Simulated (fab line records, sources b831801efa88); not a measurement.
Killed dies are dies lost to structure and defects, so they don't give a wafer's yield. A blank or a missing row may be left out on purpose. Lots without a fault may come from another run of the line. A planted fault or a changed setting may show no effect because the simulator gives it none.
One fault seen from 2 desks | flow sky130 | each desk has only its own numbers; what lay behind them comes last

THE METROLOGY DESK
What the gauges read, lot by lot, whatever tool the lot ran on: means of the sampled wafers that have a number. A lot is out of limits, marked OUT, if its mean lies more than 4 standard deviations from the usual mean; the brackets give that distance.
Columns: A = cd_nm at SKY_SONOS_ONO_CD_MEAS_13, usual 410.4 nm; B = cd_nm at SKY_LDD_P_CD_MEAS_07, usual 379.8 nm; C = LDD_HVN_OVL at SKY_LDD_HVN_OVL_MEAS_07, usual 0.6 nm
lot  | first seen here | A     | B                | C
L375 | day 12 13:02    | 409.1 | 378.6            | 1.5
L376 | day 12 22:34    | 408.3 | 384.5            | 2.0
L377 | day 13 04:52    | 409.1 | 378.4            | 0.6
L379 | day 14 16:07    | 408.4 | 380.7            | 0.2
L383 | day 16 00:10    | 408.9 | 379.0            | 1.4
L385 | day 16 00:31    | 410.9 | 376.2            | 1.5
L384 | day 16 06:49    | 410.6 | 377.2            | 0.1
L387 | day 16 11:16    | 411.8 | 367.7 (-4.8) OUT | 0.4
L392 | day 18 13:19    | 411.5 | 371.0            | 2.5
L393 | day 18 15:52    | 408.0 | 379.6            | 1.5
L394 | day 19 06:20    | 411.4 | 380.9            | -1.5
L397 | day 21 05:55    | 416.5 | 381.9            | 1.5
L398 | day 21 06:13    | 410.5 | 382.0            | 0.7
This desk's finding: out of limits on L387; first on L387, day 24 01:31 (cd_nm at SKY_LDD_P_CD_MEAS_07). In limits: L375, L376, L377, L379, L383, L385, L384, L392, L393, L394, L397, L398.

THE TOOL OWNER'S DESK: litho_track-03
The tool's own readings at SKY_LDD_P_DEVELOP_06 (develop time 60 s): means of the sampled wafers that have a number, for each lot that ran on this tool. A lot is out of limits, marked OUT, if its mean lies more than 4 standard deviations from the usual mean; the brackets give that distance.
Columns: A = exhaust_pa at SKY_LDD_P_DEVELOP_06, usual 45.1 Pa
lot  | first seen here | A
L376 | day 19 04:52    | 45.7
L379 | day 21 00:58    | 45.7
L383 | day 23 23:31    | 44.9
L385 | day 24 00:28    | 45.1
L387 | day 24 01:22    | 45.1
L392 | day 25 03:40    | 46.6
This desk's finding: nothing out of limits on any of the 6 lots.

PUT TOGETHER
The metrology desk could have raised an alarm at day 24 01:31, on L387.
The tool owner's desk saw nothing out of limits.
The tool owner's desk has L387 on record, within its limits.
Of the lots named, all ran SKY_LDD_P_DEVELOP_06 on litho_track-03.

WHAT THE SIMULATOR HAD PUT IN
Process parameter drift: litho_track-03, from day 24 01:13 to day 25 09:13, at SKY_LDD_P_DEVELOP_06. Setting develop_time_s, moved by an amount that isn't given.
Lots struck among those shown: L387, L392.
Hours from the fault's start to each desk's first reading out of limits: the metrology desk, 0.
